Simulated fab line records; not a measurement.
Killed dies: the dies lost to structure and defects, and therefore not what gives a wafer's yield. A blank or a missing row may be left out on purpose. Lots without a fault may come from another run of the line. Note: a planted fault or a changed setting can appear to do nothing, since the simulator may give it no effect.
8D (eight disciplines) problem report, filled in by code | flow gf180mcu | the parts of the form that need people (team, actions taken, sign-off) are left out

1. PROBLEM STATEMENT
strip time to endpoint s at GF_MVSD_STRIP_10 reads a mean of 32.00 s on 6 wafers of 2 lots; wafers without a fault read 36.98 s with a standard deviation of 0.11. That is -45 standard deviations from the usual mean.
The step: strips in O2/N2.
Earliest sighting: wafer L379.1 on plasma asher-04 at day 6 06:16. At this step, 36 wafers from 12 lots have a number in the record. The rule behind "out" and "out of limits": a value lying over 4 standard deviations away from the usual mean. The rest of the wafers with a number are treated as sound.

2. WHAT IT IS AND WHAT IT IS NOT
question                    | is                               | is not
which readings at this step | strip time to endpoint s         | drypump motor current A, heater power w, oes product au
which lots                  | L379, L381                       | L372, L373, L374, L375, L376, L385, L386, L387, L391, L394
which wafers of those lots  | all that have a number           | -
read on which tools         | plasma asher-02, plasma asher-04 | plasma asher-01
when                        | from day 6 06:16                 | up to then (15 sound wafers); but 15 sound wafers of L385, L386, L387, L391, L394 came after

3. THE SUSPECTS, EACH WITH WHAT RULES IT OUT
Counting: a tool at any process step up to the reading remains a suspect when it ran all the lots that are out and ran no sound lot after the first of those.
- litho track-01 at GF_MVSD_COAT_02 (resist thk 3000 nm): ruled out as a lasting fault. Sound lots L394 ran on it after its first lot that is out, L379 (day 5 22:49).
Left after counting: nothing in the record.

4. THE CAUSE (what the simulator had put in)
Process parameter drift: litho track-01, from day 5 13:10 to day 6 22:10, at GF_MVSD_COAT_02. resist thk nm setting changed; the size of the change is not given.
The count ruled it out by mistake, since the rule takes a fault to strike every lot its tool runs from the start of the fault on, and this one did not do so.

5. SEQUENCE OF EFFECTS, ordered by route
One row per reading whose mean, taken over the struck wafers that have a number, lies over 3 standard deviations from the usual. Only readings whose record carries a usual standard deviation are examined. hours: median over the lots of the time between each lot's start at the first step of this table that gives one and its start at this step. sigmas: the change, counted in usual standard deviations.
hours | step             | reading                  | usual   | on struck wafers | change | sigmas
0     | GF_MVSD_STRIP_10 | strip time to endpoint s | 36.98 s | 32.00            | -4.98  | -45
It contains these process steps:
- GF_MVSD_STRIP_10: strips in O2/N2.
Later steps that measure or inspect, where all struck wafers having a row at the step show a number for every such reading and not one has moved that far: GF_M3_CD_MEAS_14.

6. WHAT WOULD HAVE CAUGHT IT SOONER
The fault began at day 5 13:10; the first out-of-limits reading in this record came at day 6 06:16, 17 hours later.
Of the tool readings at GF_MVSD_COAT_02 for which the record gives a usual standard deviation, none was out on any struck wafer, so an alarm limit of 4 standard deviations on them would not have fired.
